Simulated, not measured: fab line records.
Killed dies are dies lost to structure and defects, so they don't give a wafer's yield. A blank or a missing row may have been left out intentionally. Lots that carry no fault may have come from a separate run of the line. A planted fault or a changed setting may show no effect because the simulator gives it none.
Matching of chambers || flow sky130 || SKY_CONTACT_CMP_27 on cmp-01: 4 sister chambers
The step polishes, stops on SiO2, t overpolish 15 s, target thk 0 nm. 4 wafers are shown with their chamber, then 7 later ones without.

== WAFERS WITH THEIR CHAMBER ==
{"wafer": "L131.3", "chamber": 1, "motorCurrentA (A)": 12.0}
{"wafer": "L138.3", "chamber": 0, "motorCurrentA (A)": 10.7}
{"wafer": "L142.1", "chamber": 3, "motorCurrentA (A)": 10.0}
{"wafer": "L142.5", "chamber": 2, "motorCurrentA (A)": 11.1}

== WAFERS WITHOUT THEIR CHAMBER ==
{"wafer": "L142.6", "motorCurrentA (A)": 10.0}
{"wafer": "L144.3", "motorCurrentA (A)": 12.2}
{"wafer": "L144.5", "motorCurrentA (A)": 9.8}
{"wafer": "L144.6", "motorCurrentA (A)": 10.2}
{"wafer": "L147.2", "motorCurrentA (A)": 10.4}
{"wafer": "L147.3", "motorCurrentA (A)": 11.1}
{"wafer": "L147.5", "motorCurrentA (A)": 11.9}

== CHAMBER TAKEN BY EACH ==
{"wafer": "L142.6", "from the rows above": 3, "in truth": 3}
{"wafer": "L144.3", "from the rows above": 1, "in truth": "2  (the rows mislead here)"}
{"wafer": "L144.5", "from the rows above": 3, "in truth": 3}
{"wafer": "L144.6", "from the rows above": "can't be placed: 3 or 0", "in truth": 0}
{"wafer": "L147.2", "from the rows above": "can't be placed: 0 or 3", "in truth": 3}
{"wafer": "L147.3", "from the rows above": 2, "in truth": 2}
{"wafer": "L147.5", "from the rows above": 1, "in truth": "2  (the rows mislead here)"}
3 of 7 placed correctly. Not placeable from these rows: 2 (in 2, the candidates include the true chamber). Placed wrongly: 2.
How it was worked out, from the rows above alone: a wafer's distance from a chamber is the root of the sum, over the readings, of the square of ((its reading less the chamber's mean) divided by the reading's scatter). If the next closest chamber is less than 2 further off than the closest, the wafer can't be placed; otherwise it belongs to the closest. A chamber's mean is the mean of its shown wafers. The scatter (one wafer shown for each chamber): square how far every hidden wafer sits from the nearest shown wafer, average those squares and take the square root.
